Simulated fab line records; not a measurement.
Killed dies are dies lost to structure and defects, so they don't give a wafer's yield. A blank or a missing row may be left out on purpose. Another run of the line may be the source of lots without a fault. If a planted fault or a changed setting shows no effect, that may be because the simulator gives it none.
Comparing a struck lot with a sound one || flow sky130 || 16 out of 708 route steps
Sound: wafers L702.2, L702.4, L702.6. Struck: wafers L722.3, L722.6. (L722.1 of the same lot was not struck and is left out.) The cause comes at the end.
Order at every step that has rows: each side's tool, ch and its chambers, its first start. Under that, the readings that differ: sound wafers || struck wafers || difference of the means || sigmas: that difference in standard deviations of wafers without a fault.
alike: readings whose means differ by less than 2 such deviations, and words and numbers that are the same on both sides. not compared: withheld readings, readings that some wafer has no value for, bounds like >300 that may hide the same value, and numbers for which the record gives no deviation and whose values overlap.
The two part at a step that has a row with sigmas, a row that says differs or no value, or rows on one side only. When numbers do not overlap yet have no deviation, they are printed without sigmas and do not part them. A reading that every wafer of one side lacks parts them only if that side has two wafers or more.

SKY_SD_N_OVL_MEAS_08:
  sound: overlay-01 at day 29 12:57; struck: overlay-01 at day 35 23:29
  alike: SD_N_OVL
then, 2 steps without rows for these wafers: SKY_SD_N_IMPLANT_09; SKY_SD_N_IMPLANT_10.
SKY_SD_N_STRIP_11: strips in O2/N2.
  sound on plasmaAsher-03 ch 0,1, day 29 13:17; struck on plasmaAsher-03 ch 0,1, day 35 23:49
  alike: drypumpMotorCurrentA, oesProductAu, stripTimeToEndpointS
  not compared: rfHoursCounterH
SKY_SD_N_TW_MEAS_12:
  sound: filmMetro-02 at day 29 13:23; struck: filmMetro-01 at day 35 23:55
{"reading": "SD_N_TW", "sound": "4031 4043 4033", "struck": "3912 3925", "difference": -117, "sigmas": -2}
then, 1 step without rows for these wafers: SKY_SD_N_CLEAN_13 (cleans in SC1/SC2, time 150 s).
SKY_SD_N_RTA_14: time 2 s.
  sound on rtpAnneal-02 ch 0, day 29 13:30; struck on rtpAnneal-02 ch 0, day 36 00:02
  alike: lampPowerPct, wafer_temp_C_max
SKY_SD_N_RS_MEAS_16: measurement is done with a four-point probe.
  sound: filmMetro-04 at day 29 13:41; struck: filmMetro-01 at day 36 00:13
  alike: SD_N_RS
SKY_SD_N_RS_MEAS_17: measurement is done with a four-point probe.
  sound: filmMetro-04 at day 29 13:49; struck: filmMetro-01 at day 36 00:20
  alike: SD_P_RS
SKY_SD_N_RS_MEAS_18: measurement is done with a four-point probe.
  sound: filmMetro-04 at day 29 13:56; struck: filmMetro-01 at day 36 00:27
  alike: RES_XHIGH_RS
then, 1 step without rows for these wafers: SKY_SALICIDE_CLEAN_00 (cleans in HF-last, time 30 s).
SKY_LI_CONTACT_HDPCVD_00: deposits PSG, target thk 930 nm, time 155 s.
  sound on hdpcvd-01 ch 0,1,2, day 29 14:02; struck on hdpcvd-02 ch 1, day 36 00:35
{"reading": "sih4FlowSccm (sccm)", "sound": "59.91 59.83 60.29", "struck": "72.11 72.00", "difference": "+12.05", "sigmas": "+75"}
{"reading": "model.PSG_of_LI_CONTACT_HDPCVD_00.thkNm (nm)", "sound": "918.1 918.9 928.6", "struck": "1119 1134", "difference": "+205", "sigmas": ""}
SKY_LI_CONTACT_THK_MEAS_01:
  sound: filmMetro-02 at day 29 14:10; struck: filmMetro-04 at day 36 00:41
{"reading": "LI_CONTACT_HDPCVD_THK (nm)", "sound": "917 919 928", "struck": "1118 1133", "difference": "+204", "sigmas": "+19"}
SKY_LI_CONTACT_CMP_02: polishes PSG.
  sound on cmp-02 ch 1,3, day 29 14:13; struck on cmp-02 ch 0,1, day 36 00:45
{"reading": "timeToEndpointS (s)", "sound": "31.7 29.2 29.6", "struck": "47.8 49.3", "difference": "+18.4", "sigmas": "+6"}
  alike: motorCurrentA
SKY_LI_CONTACT_BOW_MEAS_03:
  sound: filmMetro-01 at day 29 14:32; struck: filmMetro-04 at day 36 01:03
  alike: LI_CONTACT_BOW
SKY_PAD_OPEN_PROBE_99:
  rows exist in the record for the sound wafers here (prober-01, day 47 11:14), none for the struck ones

WHERE THEY PART
First at SKY_SD_N_TW_MEAS_12; last, within this record, at SKY_PAD_OPEN_PROBE_99.

WHY: whatever the simulator had introduced
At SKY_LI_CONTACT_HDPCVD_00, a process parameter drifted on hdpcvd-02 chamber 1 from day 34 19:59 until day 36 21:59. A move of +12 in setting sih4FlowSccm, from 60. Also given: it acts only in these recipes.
